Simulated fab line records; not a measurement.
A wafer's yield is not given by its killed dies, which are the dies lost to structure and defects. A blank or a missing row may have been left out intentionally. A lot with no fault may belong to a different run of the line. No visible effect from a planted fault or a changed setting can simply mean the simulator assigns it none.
A lot that was struck, set against a sound lot    flow gf180mcu    17 steps out of a route of 602
Sound: the wafers L990.1, L990.5, L990.6. Wafers struck: L998.1, L998.2, L998.4. At the end, the cause is stated.
For every step that has rows: the tool of each side, followed by ch and its chambers, followed by its first start. Under that, the readings that differ: sound wafers    struck wafers    difference of the means    sigmas: that difference in standard deviations of wafers without a fault.
alike: same words and numbers on both sides, and readings whose means sit less than 2 such deviations apart. not compared: any withheld reading, any reading some wafer has no value for, any bound like >300 that may hide the same value, and any number with overlapping values for which the record gives no deviation.
The two part at a step that has a row with sigmas, a row that says differs or no value, or rows on one side only. Numbers that have no deviation but don't overlap get no sigmas and don't part them. A reading missing from all wafers of one side parts the sides only when that side holds two or more wafers.

first, 2 steps without rows for these wafers: GF_HV_LDD_PEB_44; GF_HV_LDD_DEVELOP_45 (develop time 60 s).
GF_HV_LDD_CD_MEAS_46: target cd 400 nm.
  sound on cd sem-02, day 14 04:37; struck on cd sem-02, day 16 19:03
  alike: cd nm
GF_HV_LDD_OVL_MEAS_47:
  sound on overlay-02, day 14 04:44; struck on overlay-01, day 16 19:10
reading             sound        struck          difference  sigmas
HV_LDD_03_OVL (nm)  1.2 0.4 1.4  -1.0 -2.7 -3.0  -3.2        -2
next, for these wafers, 1 step has no rows: GF_HV_LDD_IMPLANT_48.
GF_HV_LDD_STRIP_49: strips in O2/N2.
  sound on plasma asher-02 ch 0,1, day 14 04:55; struck on plasma asher-02 ch 0,1, day 16 19:22
  alike: drypump motor current A, heater power w, oes product au, strip time to endpoint s
  not compared: rf hours counter h
GF_HV_LDD_TW_MEAS_50:
  sound on film metro-03, day 14 05:01; struck on film metro-02, day 16 19:28
  alike: HV_LDD_4_TW
then, 1 step without rows for these wafers: GF_HV_LDD_CLEAN_51 (cleans in SC1/SC2, time 150 s).
GF_HV_LDD_RTA_52: time 10 s.
  sound on rtp anneal-02 ch 0, day 14 05:08; struck on rtp anneal-02 ch 0, day 16 19:34
  alike: lamp power pct, wafer_temp_C_max
GF_HV_LDD_RS_MEAS_53: measurement is done with a four-point probe.
  sound on film metro-01, day 14 05:12; struck on film metro-03, day 16 19:38
  alike: HV_LDD_RS
then, 1 step without rows for these wafers: GF_HV_LDD_CVD_54 (deposits SiO2 from TEOS, target thk 10 nm, time 75 s).
GF_HV_LDD_THK_MEAS_55:
  sound on film metro-02, day 14 06:20; struck on film metro-03, day 16 20:47
reading                 sound              struck          difference  sigmas
HV_LDD_CVD_54_THK (nm)  10.18 10.06 10.04  9.73 9.83 9.77  -0.32       -2
GF_HV_LDD_CVD_56: deposits Si3N4 from DCS/NH3, target thk 90 nm, time 1543 s.
  sound on lpcvd-01 ch 0, day 14 06:24; struck on lpcvd-01 ch 0, day 16 20:50
reading                                   sound              struck             difference  sigmas
susceptor temp C (C)                      769.4 769.6 769.5  770.4 770.6 770.5  +1.0        +3
model.Si3N4_of_HV_LDD_CVD_56.thk nm (nm)  90.74 90.29 90.93  95.42 95.66 95.39  +4.84       
  alike: spike tc top C, zone power bottom pct, zone power upper pct
GF_HV_LDD_THK_MEAS_57:
  sound on film metro-02, day 14 07:50; struck on film metro-03, day 16 22:16
reading                 sound           struck          difference  sigmas
HV_LDD_CVD_56_THK (nm)  90.8 90.3 90.9  95.4 95.7 95.5  +4.9        +6
GF_HV_LDD_ETCHBACK_58: etches Si3N4 in CH3F/O2, stops on SiO2, time 100 s, target depth 90 nm.
  sound on rie diel-04 ch 0,1,2, day 14 07:53; struck on rie diel-02 ch 0,2,3, day 16 22:19
reading                   sound              struck             difference  sigmas
oes product au (a.u.)     0.853 0.845 0.850  0.866 0.876 0.869  +0.021      +3
model.etch.depth nm (nm)  90.74 90.29 90.93  95.42 95.66 95.39  +4.84       
  alike: drypump motor current A, rf fwd power W, throttle valve pct
  not compared: rf hours counter h
then, 1 step without rows for these wafers: GF_NSD_DEHYDRATE_00 (time 60 s).
-- the record jumps here: 16 days lie between the struck wafers' starts before and after (it left off in module NSD and takes up again in module PASSIVATION, whose first step shown is number 602 of the route) --
GF_PASSIVATION_PROBE_99:
  only the struck wafers here have rows in the record (prober-01, day 32 19:17); the sound ones have none

WHERE THEY PART
At GF_HV_LDD_OVL_MEAS_47 first; at GF_PASSIVATION_PROBE_99 last (within this record only).

WHY: whatever the simulator had introduced
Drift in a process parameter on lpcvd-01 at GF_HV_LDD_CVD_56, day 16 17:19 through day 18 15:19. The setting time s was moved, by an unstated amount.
